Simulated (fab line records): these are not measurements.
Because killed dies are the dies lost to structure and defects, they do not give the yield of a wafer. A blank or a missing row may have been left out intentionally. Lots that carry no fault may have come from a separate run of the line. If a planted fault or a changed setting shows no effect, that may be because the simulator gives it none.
Which tool is to blame?    flow gf180mcu    6 lots, 18 wafers sampled, at 3 steps of a route of 602

## WHAT EACH GAUGE READ, for each wafer
GF_V2_RS_MEAS_24: a four-point-probe measurement.
lot   measured      on             V2_W_RS (ohm/sq)
L811  day 20 19:26  film-metro-01  0.316 0.328 0.320
L814  day 22 02:22  film-metro-04  0.327 0.322 0.321
L816  day 22 16:38  film-metro-01  0.323 0.315 0.322
L827  day 26 21:17  film-metro-01  0.324 0.325 0.325
L829  day 27 14:23  film-metro-01  0.330 0.324 0.324
L833  day 28 09:50  film-metro-04  0.328 0.330 0.333

## WHAT TOOL EACH LOT RAN ON (gives the tool, then ch and the chambers of the sampled wafers, and finally the start)
lot   GF_V2_CMP_04                   GF_V2_CVD_23
L811  cmp-02 ch 0,2,3, day 19 18:15  cvd-w-02 ch 0,1, day 20 19:20
L814  cmp-01 ch 1,2,3, day 21 01:12  cvd-w-02 ch 0,1, day 22 02:15
L816  cmp-01 ch 0,1,3, day 21 15:25  cvd-w-02 ch 0,1, day 22 16:31
L827  cmp-02 ch 0,1,3, day 25 23:01  cvd-w-01 ch 0,1, day 26 21:10
L829  cmp-02 ch 1,2,3, day 26 16:04  cvd-w-01 ch 0,1, day 27 14:16
L833  cmp-02 ch 0,1,3, day 27 12:32  cvd-w-01 ch 0,1, day 28 09:42
- GF_V2_CMP_04: polishes SiO2.
- GF_V2_CVD_23: deposits W, target thk 350 nm, time 104.94 s.

## THE ANSWER, worked out from the rows above alone
Rule: what is usual is taken from the lots themselves. The widest of any qualifying gaps counts: lots, ordered by their means at a reading, are off when they make up no more than a third of the lots, leave a main group of 4 or more, and stand apart from it by 3 or more times the standard deviation of that group's means. The tables above print the reading to a certain number of digits; a main group whose means all agree to those digits is not used. Also off: a lot with no number at a reading for which 4 or more lots have one. All remaining lots with rows at the step are treated as sound.
Across all readings shown, no lot is off: no conclusion can be drawn from this.

## WHAT THE SIMULATOR PUT IN
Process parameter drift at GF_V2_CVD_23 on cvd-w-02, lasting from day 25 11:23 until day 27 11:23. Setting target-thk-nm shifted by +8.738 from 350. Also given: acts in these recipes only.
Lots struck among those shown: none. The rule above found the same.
